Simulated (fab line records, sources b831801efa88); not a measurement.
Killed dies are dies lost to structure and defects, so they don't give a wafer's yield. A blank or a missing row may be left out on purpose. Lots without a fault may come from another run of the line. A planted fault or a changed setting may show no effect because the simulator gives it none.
A struck lot beside a sound one | flow sfq_line | 3 steps out of a route of 325
Sound: wafers L964.1, L964.5, L964.6. Struck: wafers L976.2, L976.4, L976.5. The cause comes at the end.
At each step with rows: each side's tool, then ch and its chambers, then its first start. Under that, the readings that differ: sound wafers | struck wafers | difference of the means | sigmas: that difference in standard deviations of wafers without a fault.
alike: readings whose means differ by less than 2 such deviations, and words and numbers that are the same on both sides. not compared: withheld readings, readings that some wafer has no value for, bounds like >300 that may hide the same value, and numbers for which the record gives no deviation and whose values overlap.
The two part at a step that has a row with sigmas, a row that says differs or no value, or rows on one side only. Numbers that don't overlap but have no deviation are shown without sigmas and don't part them. A reading that every wafer of one side lacks parts them only if that side has two wafers or more.

SFQ_INCOMING_BOW_MEAS_900:
  sound on film_metro-01, day 2 11:00; struck on film_metro-02, day 4 23:01
  alike: INCOMING_BOW
SFQ_TRILAYER_INCOMING_OXIDATION_002: target thk 500 nm, ox time 4939 s.
  sound on furnace-02 ch 0, day 2 11:07; struck on furnace-02 ch 0, day 4 23:07
  reading                                                   | sound                | struck               | difference | sigmas
  spike_tc_bottom_C (C)                                     | 1023 1020 1021       | 1048 1044 1047       | +25        | +7
  spike_tc_centre_C (C)                                     | 1000.2 999.7 1000.0  | 1025.2 1024.9 1024.6 | +24.9      | +27
  spike_tc_lower_C (C)                                      | 1000.9 1000.1 1000.6 | 1025.3 1025.5 1022.9 | +24.0      | +22
  spike_tc_top_C (C)                                        | 1009.8 1008.4 1009.2 | 1033.3 1031.4 1032.9 | +23.4      | +18
  spike_tc_upper_C (C)                                      | 1000.3 1000.1 1000.5 | 1025.9 1025.9 1026.4 | +25.8      | +27
  tube_center_temp_C (C)                                    | 1000.1 1000.2 1000   | 1025.3 1025 1025     | +25.0      | +99 or more
  tube_center_temp_C_max                                    | 1002.6 1002.9 1002.2 | 1027.5 1027.0 1028.7 | +25.2      | +59
  zone_power_bottom_pct (%)                                 | 33.9 33.4 33.3       | 35.9 36.2 35.6       | +2.4       | +6
  model.SiO2_of_TRILAYER_INCOMING_OXIDATION_002.thk_nm (nm) | 495.8 489.1 487.2    | 566.5 572.5 573.6    | +80.2      |
SFQ_TRILAYER_L0_DEP_SPUTTER_003: material MoNx KI, target thk 40 nm, time 100 s.
  sound on pvd_sputter-05, day 2 13:29; struck on pvd_sputter-04, day 5 01:29
  alike: throttle_valve_pct

WHERE THEY PART
Only at SFQ_TRILAYER_INCOMING_OXIDATION_002, within this record. Later steps at which nothing parts them and some readings are alike: SFQ_TRILAYER_L0_DEP_SPUTTER_003.

WHY: what the simulator had put in
Process parameter drift: furnace-02, from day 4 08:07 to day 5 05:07, at SFQ_TRILAYER_INCOMING_OXIDATION_002. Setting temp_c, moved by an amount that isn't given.
